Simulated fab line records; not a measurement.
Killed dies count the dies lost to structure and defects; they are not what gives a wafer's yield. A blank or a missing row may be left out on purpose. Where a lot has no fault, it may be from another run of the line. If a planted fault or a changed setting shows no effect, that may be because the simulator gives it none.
Struck lot and sound lot, side by side :: flow gf180mcu :: 15 out of 602 route steps
Sound: these wafers, L488.3, L488.5, L488.6. Wafers L498.3, L498.4, L498.6 were the ones struck. The cause comes at the end.
Each step with rows lists, per side, the tool, then ch with its chambers, then its first start. Under that, the readings that differ: sound wafers :: struck wafers :: difference of the means :: sigmas: that difference in standard deviations of wafers without a fault.
alike: readings with means less than 2 such deviations apart, plus words and numbers identical on both sides. not compared: withheld readings, readings lacking a value on some wafer, bounds such as >300 that could conceal the same value, and numbers that have no deviation in the record and whose values overlap.
Wherever a step has rows on one side only, a row that says differs or no value, or a row with sigmas, the two part there. Non-overlapping numbers with no deviation appear without sigmas and do not part them. A reading missing from all wafers of one side parts the sides only when that side holds two or more wafers.

first, 4 steps without rows for these wafers: GF_CONTACT_SOFTBAKE_10 (time 60 s); GF_CONTACT_EXPOSE_11 (exposes mask Contact, target cd 220 nm); GF_CONTACT_PEB_12 (peb time 90 s); GF_CONTACT_DEVELOP_13 (develop time 60 s).
GF_CONTACT_CD_MEAS_14 targets a cd of 220 nm.
  sound on cd_sem-01 at day 18 10:39; struck on cd_sem-02 at day 22 02:27
  alike: cd_nm
GF_CONTACT_OVL_MEAS_15:
  sound on overlay-02 at day 18 10:44; struck on overlay-02 at day 22 02:32
reading: CONTACT_OVL (nm)
sound: -14 -17 -11
struck: -5 1 3
difference: +14
sigmas: +2
GF_CONTACT_ETCH_16: etches BARC in N2/H2.
  sound on rie_diel-04 ch 1,2,3, day 18 10:46; struck on rie_diel-04 ch 1,2, day 22 02:34
  alike: drypump_motor_current_A, oes_product_au, throttle_valve_pct
GF_CONTACT_ETCH_17: etches SiO2 in C4F8/O2/Ar, stops on CoSi2, target depth 860 nm.
  sound on rie_diel-04 ch 1,2,3; struck on rie_diel-04 ch 1,2
  alike: oes_product_au
GF_CONTACT_STRIP_18: strips in O2/N2.
  sound on plasma_asher-04 ch 0,1, day 18 10:58; struck on plasma_asher-04 ch 0,1, day 22 02:46
  alike: drypump_motor_current_A, heater_power_w, oes_product_au
  not compared: rf_hours_counter_h
then, 3 steps without rows for these wafers: GF_CONTACT_CLEAN_19 (cleans in SPM); GF_CONTACT_CLEAN_20 (cleans in DIW); GF_CONTACT_CLEAN_21 (cleans in dHF, time 20 s).
GF_CONTACT_SPUTTER_22: material Ti, target thk 15 nm, time 80.02 s.
  sound on pvd_sputter-03 at day 18 11:14; struck on pvd_sputter-03 at day 22 03:02
  no value came back on the struck wafers for cathode_dc_power_W (W), chamber_pressure_pa (Pa), throttle_valve_pct (%); on the sound wafers cathode_dc_power_W (W) reads 2500.6 2500.2 2499.9
GF_CONTACT_SPUTTER_23: material TiN, target thk 10 nm, time 40 s.
  sound on pvd_sputter-03 at day 18 11:18; struck on pvd_sputter-03 at day 22 03:06
  alike: cathode_dc_power_W, chamber_pressure_pa, throttle_valve_pct
-- the record jumps here: 11 days lie between the struck wafers' starts before and after (it left off in module CONTACT and takes up again in module PASSIVATION, whose first step shown is number 602 of the route) --
GF_PASSIVATION_PROBE_99:
  the record has rows for the struck wafers here (prober-02, day 33 13:34) and none for the sound ones

WHERE THEY PART
At GF_CONTACT_OVL_MEAS_15 first; at GF_PASSIVATION_PROBE_99 last (within this record only).

WHY: whatever the simulator had introduced
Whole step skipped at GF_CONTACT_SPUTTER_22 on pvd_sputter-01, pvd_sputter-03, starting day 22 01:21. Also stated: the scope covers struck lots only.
